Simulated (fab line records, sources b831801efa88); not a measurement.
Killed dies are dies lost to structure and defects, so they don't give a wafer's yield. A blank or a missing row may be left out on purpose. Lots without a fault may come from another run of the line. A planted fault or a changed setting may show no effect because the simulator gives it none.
fab line records | flow gf180mcu
record lots=6 wafers=18 last_day=33
route steps=602 shown V5@558 TOP_METAL@567
lots that met no fault: from a run of the same line without faults
start_h: hours from the record's first day to the start of the lot's first wafer shown | wait_h: hours since the lot's step before | " the same as in the row above | L1.1+2: a row that stands for several wafers | - no value, or no start given | * or withheld: withheld | < > ~ a bound
route shown NAME@n: a module of which the file shows steps, and the number in the route of the first | usual: mean/standard deviation of fault-free wafers | same: alike in all rows | chamber/n: place in a boat | sites: the reading at each site | _std_site: their standard deviation | _edge_site: outer sites' mean less inner sites' | radius_mm: how far each site lies from the wafer's centre | mask NAME#n: copy n | behind: the tool/chamber that last shaped the wafer | hold: why the lot was held/for how many hours/how that ended | device: the transistor (n, p or np) that didn't switch | end of line: the same wafers' tests at the end of the route | a step without rows: its recipe alone | killed: dies lost to structure and defects at the first sort, not the wafer's yield | map: a wafer's dies, x killed, . not, _ none there
set.NAME: the setting as run; set.NAME@STEP: as run at that earlier step | model.NAME: the simulator's own value behind a step, which no gauge read
lots at some steps of the route; a table a step, a row a wafer
services: from which hour (start_h, from the record's first day; less than 0 if before it) a tool's chamber was out of use, for how many hours, and why
## steps
# step GF_V5_STRIP_18
# recipe chemistry=O2/N2 power_w=1400 pressure_mtorr=1500 platen_temp_c=250 o2_flow_sccm=3000 n2_flow_sccm=300 overash_fraction=0.5
# usual drypump_motor_current_A=5.5/0.66 heater_power_w=333/36 oes_product_au=0.569/0.005
# columns lot.wafer tool chamber start_h wait_h drypump_motor_current_A heater_power_w oes_product_au rf_hours_counter_h
L239.2 plasma_asher-04 1 644.99 - 6.5 329 0.566 77
L239.5 " 0 " " 5.0 285 0.576 -
L239.6 " 1 " " 6.5 329 0.582 -
L244.1 plasma_asher-01 0 700.34 - 4.9 329 0.566 66
L244.4 " 0 " " 4.9 333 0.570 -
L244.5 " 1 " " 6.1 351 0.580 -
L250.1 plasma_asher-04 1 733.89 - 6.5 339 0.567 85
L250.2 " 0 " " 5.0 283 0.567 85
L250.4 " 1 " " 6.5 345 0.579 -
L251.4 plasma_asher-04 1 734.56 - 6.5 329 0.567 -
L251.5 " 0 " " 5.0 288 0.565 -
L251.6 " 1 " " 6.5 342 0.567 -
L253.1 plasma_asher-03 1 751.14 - 5.1 402 0.578 1
L253.2 " 0 " " 5.0 329 0.573 1
L253.6 " 1 " " 5.1 384 0.565 -
L254.1 plasma_asher-03 1 758.98 - 5.1 403 0.564 2
L254.3 " 0 " " 5.0 330 0.570 -
L254.6 " 1 " " 5.1 394 0.572 -
# step GF_V5_STRIP_19
# recipe chemistry=post_etch_residue_remover time_s=1200 temp_c=72.5
# step GF_V5_CLEAN_20
# recipe chemistry=DIW dry=n2_spin
# step GF_V5_SPUTTER_21
# recipe material=Ti target_thk_nm=15 chamber_pressure_pa=5 power_w=2500 substrate_temp_c=200 time_s=80.02
# step GF_V5_SPUTTER_22
# recipe material=TiN target_thk_nm=10 chamber_pressure_pa=5 power_w=4000 time_s=40
# step GF_V5_CVD_23
# recipe material=W target_thk_nm=350 time_s=104.9 temp_c=400 pressure_torr=40
# step GF_V5_RS_MEAS_24
# recipe thk_meas_gauge=four-point-probe reads=W_of_V5_CVD_23+TiN_of_V5_SPUTTER_22+Ti_of_V5_SPUTTER_21
# usual V5_W_RS=0.329/0.0039
# columns lot.wafer tool chamber start_h wait_h V5_W_RS[ohm/sq]
L239.2 film_metro-03 - 645.77 0.1 0.336
L239.5 " - " " 0.332
L239.6 " - " " 0.325
L244.1 film_metro-01 - 701.09 0.1 0.333
L244.4 " - " " 0.332
L244.5 " - " " 0.335
L250.1 film_metro-02 - 734.65 0.1 0.330
L250.2 " - " " 0.322
L250.4 " - " " 0.333
L251.4 film_metro-01 - 735.37 0.1 0.334
L251.5 " - " " 0.335
L251.6 " - " " 0.326
L253.1 film_metro-02 - 751.90 0.1 0.329
L253.2 " - " " 0.330
L253.6 " - " " 0.326
L254.1 film_metro-03 - 759.73 0.1 0.328
L254.3 " - " " 0.331
L254.6 " - " " 0.325
# step GF_V5_THK_MEAS_25
# recipe thk_meas_gauge=xrf reads=W_of_V5_CVD_23
# usual V5_W_THK=348/4.7
# columns lot.wafer tool chamber start_h wait_h V5_W_THK[nm]
L239.2 film_metro-03 - 645.88 0.1 337
L239.5 " - " " 344
L239.6 " - " " 348
L244.1 film_metro-01 - 701.21 0.1 342
L244.4 " - " " 343
L244.5 " - " " 340
L250.1 film_metro-02 - 734.77 0.1 345
L250.2 " - " " 352
L250.4 " - " " 344
L251.4 film_metro-01 - 735.46 0.1 342
L251.5 " - " " 338
L251.6 " - " " 351
L253.1 film_metro-02 - 752.02 0.1 350
L253.2 " - " " 347
L253.6 " - " " 350
L254.1 film_metro-03 - 759.85 0.1 347
L254.3 " - " " 346
L254.6 " - " " 352
# step GF_V5_CMP_26
# recipe stop_on=SiO2 down_force_psi=3.5 platen_rpm=60 t_overpolish_s=15 target_thk_nm=0 pad_velocity_m_s=0.94248
# step GF_TOP_METAL_SPUTTER_00
# recipe material=Ti target_thk_nm=37.5 arriving_ion_energy_ev=80 substrate_temp_c=200 chamber_pressure_pa=2 power_w=4000 time_s=150
# usual cathode_dc_power_W=3999.9/0.76 chamber_pressure_pa=2.000/0.0038 throttle_valve_pct=29.7/1.1
# columns lot.wafer tool chamber start_h wait_h cathode_dc_power_W chamber_pressure_pa throttle_valve_pct
L239.2 pvd_sputter-03 - 646.23 0.2 3999.8 1.995 31.4
L239.5 " - " " 3999.9 1.999 28.0
L239.6 " - " " 4000.4 1.996 29.8
L244.1 pvd_sputter-02 - 701.57 0.2 4000.4 1.994 31.3
L244.4 " - " " 4001.5 1.993 29.5
L244.5 " - " " 4000.0 1.995 29.5
L250.1 pvd_sputter-03 - 735.13 0.1 4000.2 1.996 29.7
L250.2 " - " " 4001.5 2.002 28.2
L250.4 " - " " 4000.0 2.004 31.5
L251.4 pvd_sputter-01 - 735.79 0.2 3999.2 2.002 28.6
L251.5 " - " " 4000.5 2.001 28.8
L251.6 " - " " 4000.5 1.993 28.8
L253.1 pvd_sputter-03 - 752.40 0.1 3999.4 1.991 30.0
L253.2 " - " " 3999.9 1.998 27.9
L253.6 " - " " 3999.8 2.001 28.0
L254.1 pvd_sputter-02 - 760.21 0.2 4000.5 1.998 31.2
L254.3 " - " " 3999.5 1.995 29.7
L254.6 " - " " 3999.4 2.000 30.5
# step GF_TOP_METAL_SPUTTER_01
# recipe material=TiN target_thk_nm=30 power_w=6500 time_s=25 chamber_pressure_pa=0.4
# usual cathode_dc_power_W=6500.1/1.2 chamber_pressure_pa=0.4000/0.00077 throttle_valve_pct=29.7/1
# columns lot.wafer tool chamber start_h wait_h cathode_dc_power_W chamber_pressure_pa throttle_valve_pct
L239.2 pvd_sputter-03 - 646.33 0.1 6499.0 0.4004 31.5
L239.5 " - " " 6499.0 0.4003 27.9
L239.6 " - " " 6500.0 0.3998 29.7
L244.1 pvd_sputter-02 - 701.67 0.1 6499.3 0.3997 31.1
L244.4 " - " " 6499.4 0.4006 29.2
L244.5 " - " " 6498.6 0.4000 29.5
L250.1 pvd_sputter-03 - 735.23 0.1 6498.6 0.3998 30.1
L250.2 " - " " 6498.8 0.3997 27.9
L250.4 " - " " 6500.6 0.4007 31.7
L251.4 pvd_sputter-01 - 735.89 0.1 6500.0 0.4005 28.8
L251.5 " - " " 6500.1 0.3987 28.9
L251.6 " - " " 6500.1 0.4005 28.8
L253.1 pvd_sputter-03 - 752.50 0.1 6500.5 0.4001 30.0
L253.2 " - " " 6498.5 0.4001 28.2
L253.6 " - " " 6498.0 0.3986 28.2
L254.1 pvd_sputter-02 - 760.31 0.1 6500.8 0.4012 31.1
L254.3 " - " " 6500.2 0.4011 29.6
L254.6 " - " " 6500.7 0.3993 30.7
# step GF_TOP_METAL_SPUTTER_02
# recipe material=AlCu target_thk_nm=900 power_w=10600 chamber_pressure_pa=0.3 substrate_temp_c=250 gas=Ar time_s=47.82
# usual cathode_dc_power_W=10600/2.1 chamber_pressure_pa=0.2999/0.00062 throttle_valve_pct=29.7/1.1
# columns lot.wafer tool chamber start_h wait_h cathode_dc_power_W chamber_pressure_pa throttle_valve_pct
L239.2 pvd_sputter-03 - 646.36 0.0 10599 0.2996 31.6
L239.5 " - " " 10602 0.2994 27.9
L239.6 " - " " 10598 0.2997 29.9
L244.1 pvd_sputter-02 - 701.70 0.0 10603 0.2998 31.2
L244.4 " - " " 10599 0.2994 29.4
L244.5 " - " " 10598 0.3001 29.4
L250.1 pvd_sputter-03 - 735.26 0.0 10600 0.2995 29.9
L250.2 " - " " 10598 0.2997 28.0
L250.4 " - " " 10599 0.2997 31.4
L251.4 pvd_sputter-01 - 735.92 0.0 10602 0.2999 28.8
L251.5 " - " " 10601 0.3002 29.2
L251.6 " - " " 10602 0.2996 28.7
L253.1 pvd_sputter-03 - 752.53 0.0 10599 0.3007 30.0
L253.2 " - " " 10602 0.2998 28.1
L253.6 " - " " 10603 0.3002 28.2
L254.1 pvd_sputter-02 - 760.35 0.0 10599 0.3008 31.0
L254.3 " - " " 10598 0.3004 29.5
L254.6 " - " " 10600 0.2988 30.7
# step GF_TOP_METAL_SPUTTER_03
# recipe material=Ti target_thk_nm=5 substrate_temp_c=300 chamber_pressure_pa=0.3 power_w=3000 time_s=3.3
# usual cathode_dc_power_W=2999.9/0.57 chamber_pressure_pa=0.3000/0.00059 throttle_valve_pct=29.7/1.1
# columns lot.wafer tool chamber start_h wait_h cathode_dc_power_W chamber_pressure_pa throttle_valve_pct
L239.2 pvd_sputter-03 - 646.40 0.0 2999.4 0.2993 31.3
L239.5 " - " " 3000.4 0.3005 28.1
L239.6 " - " " 2999.7 0.2995 29.8
L244.1 pvd_sputter-02 - 701.74 0.0 2999.8 0.3002 31.2
L244.4 " - " " 2998.9 0.3005 29.5
L244.5 " - " " 2999.6 0.3000 29.2
L250.1 pvd_sputter-03 - 735.30 0.0 - - -
L250.2 " - " " - - -
L250.4 " - " " - - -
L251.4 pvd_sputter-01 - 735.96 0.0 - - -
L251.5 " - " " - - -
L251.6 " - " " - - -
L253.1 pvd_sputter-03 - 752.57 0.0 2999.9 0.3003 29.9
L253.2 " - " " 3000.1 0.3009 28.0
L253.6 " - " " 3000.1 0.3002 28.3
L254.1 pvd_sputter-02 - 760.39 0.0 3000.1 0.3007 31.3
L254.3 " - " " 2999.8 0.2998 29.8
L254.6 " - " " 3000.1 0.3006 31.2
# step GF_TOP_METAL_SPUTTER_04
# recipe material=TiN target_thk_nm=25 power_w=6500 time_s=20.8 chamber_pressure_pa=0.4
# usual cathode_dc_power_W=6500.0/1.2 chamber_pressure_pa=0.4000/0.00075 throttle_valve_pct=29.7/1.1
# columns lot.wafer tool chamber start_h wait_h cathode_dc_power_W chamber_pressure_pa throttle_valve_pct
L239.2 pvd_sputter-03 - 646.42 0.0 6501.5 0.4001 31.5
L239.5 " - " " 6497.3 0.4002 28.0
L239.6 " - " " 6498.7 0.3993 29.9
L244.1 pvd_sputter-02 - 701.76 0.0 6499.5 0.4001 31.3
L244.4 " - " " 6498.1 0.3995 29.3
L244.5 " - " " 6499.5 0.4003 29.4
L250.1 pvd_sputter-03 - 735.32 0.0 6500.0 0.3999 30.1
L250.2 " - " " 6499.4 0.4000 28.1
L250.4 " - " " 6498.4 0.4011 31.2
L251.4 pvd_sputter-01 - 735.98 0.0 6501.3 0.3993 28.8
L251.5 " - " " 6498.7 0.4008 29.0
L251.6 " - " " 6499.4 0.4009 28.5
L253.1 pvd_sputter-03 - 752.59 0.0 6501.3 0.4003 30.1
L253.2 " - " " 6502.9 0.3994 28.2
L253.6 " - " " 6501.1 0.3993 27.8
L254.1 pvd_sputter-02 - 760.41 0.0 6499.8 0.4005 31.2
L254.3 " - " " 6499.1 0.4013 29.6
L254.6 " - " " 6498.2 0.3993 30.5
## services
# columns tool chamber start_h hours kind
pvd_sputter-02 - 658.98 0.5 repair
plasma_asher-04 - 692.81 6.7 repair
plasma_asher-01 - 732.86 4.4 repair
plasma_asher-03 - 733.75 9.0 pm
plasma_asher-03 0 733.75 9.0 vent_cycle
plasma_asher-03 1 733.75 9.0 vent_cycle
pvd_sputter-02 - 734.33 1.0 repair
plasma_asher-03 0 742.75 - clean
plasma_asher-03 1 742.75 - clean
plasma_asher-04 - 753.79 9.4 repair
## key
first_sign step=GF_TOP_METAL_SPUTTER_03 reading=tool_record direction=missing
effect none on later readings
met_at GF_TOP_METAL_SPUTTER_03
struck_wafers L250.1,L250.2,L250.4,L251.4,L251.5,L251.6
later_rows_left_out L250.1,L250.2,L250.4,L251.4,L251.5,L251.6
sort_left_out L250.1,L250.2,L250.4,L251.4,L251.5,L251.6
onset_between 646.40 735.30
fault kind=skipped_step_whole tool=pvd_sputter-01,pvd_sputter-03 chamber=- onset_h=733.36 steps=GF_TOP_METAL_SPUTTER_03 scope=struck_lots_only
# sort_left_out: the simulated sort isn't trusted on such a fault, so these wafers' sort isn't shown, and their yield isn't known
# later_rows_left_out: the simulator's readings of these wafers behind a module that went badly wrong aren't trusted and aren't shown, but for the sort
